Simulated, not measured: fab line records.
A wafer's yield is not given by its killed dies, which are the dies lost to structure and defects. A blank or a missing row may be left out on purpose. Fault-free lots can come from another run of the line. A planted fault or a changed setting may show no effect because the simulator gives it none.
Comparing a struck lot with a sound one / flow sky130 / 14 out of 708 route steps
Sound: the wafers L942.1, L942.2, L942.6. Struck: wafers L951.1, L951.4, L951.5. Last of all comes the cause.
Order at every step that has rows: each side's tool, ch and its chambers, its first start. Under that, the readings that differ: sound wafers / struck wafers / difference of the means / sigmas: that difference in standard deviations of wafers without a fault.
alike: readings with means less than 2 such deviations apart, plus words and numbers identical on both sides. not compared: withheld readings, readings lacking a value on some wafer, bounds such as >300 that could conceal the same value, and numbers that have no deviation in the record and whose values overlap.
A row with sigmas, a row that says differs or no value, or rows on one side alone: a step with any of these is where the two part. When numbers do not overlap yet have no deviation, they are printed without sigmas and do not part them. Lack of a reading on every wafer of one side parts them only where that side has two or more wafers.

first, 1 step without rows for these wafers: SKY_POLY_CUT_DEVELOP_07 (develop time 60 s).
SKY_POLY_CUT_CD_MEAS_08: the cd target is 270 nm.
  sound: cd sem-01 at day 26 21:11; struck: cd sem-01 at day 29 17:43
  alike: cd nm
SKY_POLY_CUT_OVL_MEAS_09:
  sound: overlay-02 at day 26 21:18; struck: overlay-01 at day 29 17:50
  alike: POLY_CUT_OVL
SKY_POLY_CUT_ETCH_10: etches BARC in N2/H2, stops on SiO2, time 45.9 s, target depth 60 nm.
  sound on rie diel-01 ch 0,1, day 26 21:20; struck on rie diel-04 ch 1,2,3, day 29 17:52
  alike: drypump motor current A, oes product au, throttle valve pct
  not compared: rf hours counter h
SKY_POLY_CUT_ETCH_11: etches Si3N4 in CF4/CH2F2/Ar, stops on poly-Si, time 42.5 s, target depth 60 nm.
  sound on rie diel-01 ch 0,1, day 26 21:23; struck on rie diel-04 ch 1,2,3, day 29 17:55
  alike: drypump motor current A, oes product au, throttle valve pct
  not compared: rf hours counter h
SKY_POLY_CUT_STRIP_12: strips in O2/N2.
  sound on plasma asher-01 ch 0,1, day 26 21:25; struck on plasma asher-03 ch 0,1, day 29 17:57
  alike: drypump motor current A, oes product au, strip time to endpoint s
  not compared: rf hours counter h
then, 6 steps without rows for these wafers: SKY_SD_P_DEHYDRATE_00 (time 60 s); SKY_SD_P_HMDS_01 (prime time 60 s); SKY_SD_P_COAT_02 (resist thk 1140 nm); SKY_SD_P_SOFTBAKE_03 (time 60 s); SKY_SD_P_EXPOSE_04 (exposes mask PSDM, target cd 380 nm); SKY_SD_P_PEB_05.
SKY_SD_P_DEVELOP_06: develop time 60 s.
  struck on litho track-01, day 30 21:30; sound on litho track-04 ch 0, day 28 01:50
  no value came back on the struck wafers for chill plate temp C (C), develop time s (s), resist line temp C (C); on the sound wafers chill plate temp C (C) reads 23.40 23.27 23.31
SKY_SD_P_CD_MEAS_07: the cd target is 380 nm.
  sound: cd sem-02 at day 28 01:59; struck: cd sem-02 at day 30 21:39
reading=cd nm (nm); sound=381 382 381; struck=- - -; difference=no value on the struck wafers; sigmas=

## WHERE THEY PART
At SKY_SD_P_DEVELOP_06 first; at SKY_SD_P_CD_MEAS_07 last (within this record only).

WHY: what the simulator had put in
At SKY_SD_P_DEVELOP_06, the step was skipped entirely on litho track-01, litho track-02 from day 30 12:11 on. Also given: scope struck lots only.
